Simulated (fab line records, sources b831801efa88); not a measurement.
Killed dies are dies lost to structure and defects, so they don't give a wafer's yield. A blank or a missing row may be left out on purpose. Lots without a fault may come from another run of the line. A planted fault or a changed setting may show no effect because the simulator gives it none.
A struck lot beside a sound one | flow sky130 | 14 steps out of a route of 708
Sound: wafers L565.1, L565.3, L565.6. Struck: wafers L579.3, L579.4, L579.6. The cause comes at the end.
At each step with rows: each side's tool, then ch and its chambers, then its first start. Under that, the readings that differ: sound wafers | struck wafers | difference of the means | sigmas: that difference in standard deviations of wafers without a fault.
alike: readings whose means differ by less than 2 such deviations, and words and numbers that are the same on both sides. not compared: withheld readings, readings that some wafer has no value for, bounds like >300 that may hide the same value, and numbers for which the record gives no deviation and whose values overlap.
The two part at a step that has a row with sigmas, a row that says differs or no value, or rows on one side only. Numbers that don't overlap but have no deviation are shown without sigmas and don't part them. A reading that every wafer of one side lacks parts them only if that side has two wafers or more.

SKY_VIA3_OVL_MEAS_13:
  sound on overlay-02, day 40 11:35; struck on overlay-02, day 45 00:12
  alike: VIA3_OVL
then, 1 step without rows for these wafers: SKY_VIA3_ETCH_14 (etches BARC in N2/H2, stops on SiO2, time 45.9 s, target depth 60 nm).
SKY_VIA3_ETCH_15: etches SiO2 in C4F8/O2/Ar, stops on TiN, target depth 507 nm, time 78 s.
  sound on rie_diel-03 ch 1,2, day 40 11:40; struck on rie_diel-04 ch 0,2, day 45 00:16
  alike: oes_product_au
  not compared: rf_hours_counter_h
SKY_VIA3_STRIP_16: strips in O2/N2.
  sound on plasma_asher-01 ch 0,1, day 40 11:44; struck on plasma_asher-02 ch 0,1, day 45 00:22
  alike: drypump_motor_current_A, oes_product_au, strip_time_to_endpoint_s
  not compared: rf_hours_counter_h
then, 3 steps without rows for these wafers: SKY_VIA3_STRIP_17 (strips in post etch residue remover, time 1200 s); SKY_VIA3_CLEAN_18 (cleans in IPA, time 180 s); SKY_VIA3_CLEAN_19 (cleans in O3/DIW).
SKY_VIA3_SPUTTER_20: material TiN, target thk 20 nm, time 80 s.
  sound on pvd_sputter-03, day 40 12:19; struck on pvd_sputter-04, day 45 00:55
  alike: cathode_dc_power_W, chamber_pressure_pa, throttle_valve_pct
then, 1 step without rows for these wafers: SKY_VIA3_CVD_21 (deposits W, target thk 390 nm, time 117.31 s).
SKY_VIA3_RS_MEAS_22: measures by four-point-probe.
  sound on film_metro-02, day 40 12:31; struck on film_metro-03, day 45 01:09
  alike: VIA3_W_RS
SKY_VIA3_THK_MEAS_23: measures by xrf.
  sound on film_metro-02, day 40 12:38; struck on film_metro-03, day 45 01:15
  alike: VIA3_W_THK
SKY_VIA3_CMP_24: polishes, stops on SiO2, t overpolish 20 s, target thk 0 nm.
  sound on cmp-02 ch 0,2,3, day 40 12:41; struck on cmp-01 ch 2,3, day 45 01:25
  reading                | sound    | struck     | difference | sigmas
  time_to_endpoint_s (s) | 89 92 95 | 99 105 105 | +11        | +3
  alike: motor_current_A, overpolish_run_s
SKY_METAL4_SPUTTER_00: material Ti, target thk 15 nm, time 10 s.
  sound on pvd_sputter-01, day 40 12:59; struck on pvd_sputter-02, day 45 01:43
  no value came back on the struck wafers for cathode_dc_power_W (W), chamber_pressure_pa (Pa), throttle_valve_pct (%); on the sound wafers cathode_dc_power_W (W) reads 3000.3 2999.0 2999.3
SKY_METAL4_SPUTTER_01: material TiN, target thk 20 nm, time 16.7 s.
  sound on pvd_sputter-01, day 40 13:01; struck on pvd_sputter-02, day 45 01:44
  alike: cathode_dc_power_W, chamber_pressure_pa, throttle_valve_pct

WHERE THEY PART
First at SKY_VIA3_CMP_24; last, within this record, at SKY_METAL4_SPUTTER_00. Later steps at which nothing parts them and some readings are alike: SKY_METAL4_SPUTTER_01.

WHY: what the simulator had put in
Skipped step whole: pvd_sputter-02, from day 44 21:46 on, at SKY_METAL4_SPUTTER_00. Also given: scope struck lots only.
